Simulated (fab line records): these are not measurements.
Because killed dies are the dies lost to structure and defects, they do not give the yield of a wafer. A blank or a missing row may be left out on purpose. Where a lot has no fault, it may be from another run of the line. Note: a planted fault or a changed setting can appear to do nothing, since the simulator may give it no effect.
Which tool was responsible? + flow gf180mcu + Sampling: 14 lots, 42 wafers, 2 of 602 route steps

## WHAT EACH GAUGE READ, for each wafer
GF_V4_THK_MEAS_03. Usual: V4_CVD_02_THK gives 848 nm (standard deviation 11).
| lot  | measured     | on            | V4_CVD_02_THK (nm) | flag |
|------|--------------|---------------|--------------------|------|
| L964 | day 23 20:29 | film-metro-02 | 849 875 854        |      |
| L965 | day 24 20:00 | film-metro-04 | 842 854 858        |      |
| L972 | day 26 13:36 | film-metro-02 | 843 867 850        |      |
| L973 | day 26 17:56 | film-metro-02 | 827 851 840        |      |
| L974 | day 27 07:34 | film-metro-02 | 846 863 861        |      |
| L977 | day 28 03:28 | film-metro-02 | 841 850 853        |      |
| L978 | day 28 05:16 | film-metro-01 | 832 844 853        |      |
| L979 | day 28 13:53 | film-metro-02 | 854 859 854        |      |
| L980 | day 28 21:02 | film-metro-04 | 839 836 851        |      |
| L981 | day 29 09:16 | film-metro-01 | 816 834 825        |      |
| L982 | day 29 12:09 | film-metro-02 | 841 864 847        |      |
| L984 | day 30 03:40 | film-metro-04 | 845 868 859        |      |
| L985 | day 30 08:25 | film-metro-01 | 837 847 846        |      |
| L986 | day 30 13:42 | film-metro-01 | 847 839 841        |      |

## WHICH TOOL RAN EACH LOT (tool, then ch and the chambers of the sampled wafers, then the start)
| lot  | GF_V4_CVD_02                    |
|------|---------------------------------|
| L964 | pecvd-03 ch 1,2, day 23 20:23   |
| L965 | pecvd-02 ch 0,1,2, day 24 19:56 |
| L972 | pecvd-02 ch 0,1,2, day 26 13:31 |
| L973 | pecvd-03 ch 0,1, day 26 17:52   |
| L974 | pecvd-03 ch 1,2, day 27 07:29   |
| L977 | pecvd-03 ch 0,1,2, day 28 03:24 |
| L978 | pecvd-02 ch 0,2, day 28 05:11   |
| L979 | pecvd-01 ch 0,1,2, day 28 13:48 |
| L980 | pecvd-01 ch 0,1,2, day 28 20:58 |
| L981 | pecvd-02 ch 0,2, day 29 09:11   |
| L982 | pecvd-03 ch 0,2, day 29 12:05   |
| L984 | pecvd-03 ch 1,2, day 30 03:35   |
| L985 | pecvd-01 ch 1,2, day 30 08:20   |
| L986 | pecvd-01 ch 0,1,2, day 30 13:38 |
- GF_V4_CVD_02: deposits SiO2 from TEOS, target thk 850 nm, time 94.851 s.

## AS READ BY THE TOOLS THEMSELVES (means over the sampled wafers that have a number; for cases with no such wafer, the mark the record gives instead)
GF_V4_CVD_02. Usual: heater-power-w at 608 W, with a standard deviation of 65.
| lot  | tool     | heater-power-w (W) | flag |
|------|----------|--------------------|------|
| L964 | pecvd-03 | 617                |      |
| L965 | pecvd-02 | 594                |      |
| L972 | pecvd-02 | 559                |      |
| L973 | pecvd-03 | 608                |      |
| L974 | pecvd-03 | 606                |      |
| L977 | pecvd-03 | 644                |      |
| L978 | pecvd-02 | 683                |      |
| L979 | pecvd-01 | 512                |      |
| L980 | pecvd-01 | 536                |      |
| L981 | pecvd-02 | 640                |      |
| L982 | pecvd-03 | 592                |      |
| L984 | pecvd-03 | 593                |      |
| L985 | pecvd-01 | 496                |      |
| L986 | pecvd-01 | 570                |      |

## THE ANSWER, worked out from the rows above alone
Rule: take the mean of a lot's wafers that have a number; if it is more than 3 standard deviations from the usual mean, the lot is off. Also off: a lot with no number at a reading for which 4 or more lots have one. Any other lot the step has rows for is counted as sound. The gauges are gone through in route order, then the tools' own readings, and for those a lot's mean is taken as printed above. The first step at which some lot is off is used, and at that step the reading that is off furthest; a lot without a number counts as furthest.
Across all readings shown, no lot is off: no conclusion can be drawn from this.

## WHAT THE SIMULATOR HAD PUT IN
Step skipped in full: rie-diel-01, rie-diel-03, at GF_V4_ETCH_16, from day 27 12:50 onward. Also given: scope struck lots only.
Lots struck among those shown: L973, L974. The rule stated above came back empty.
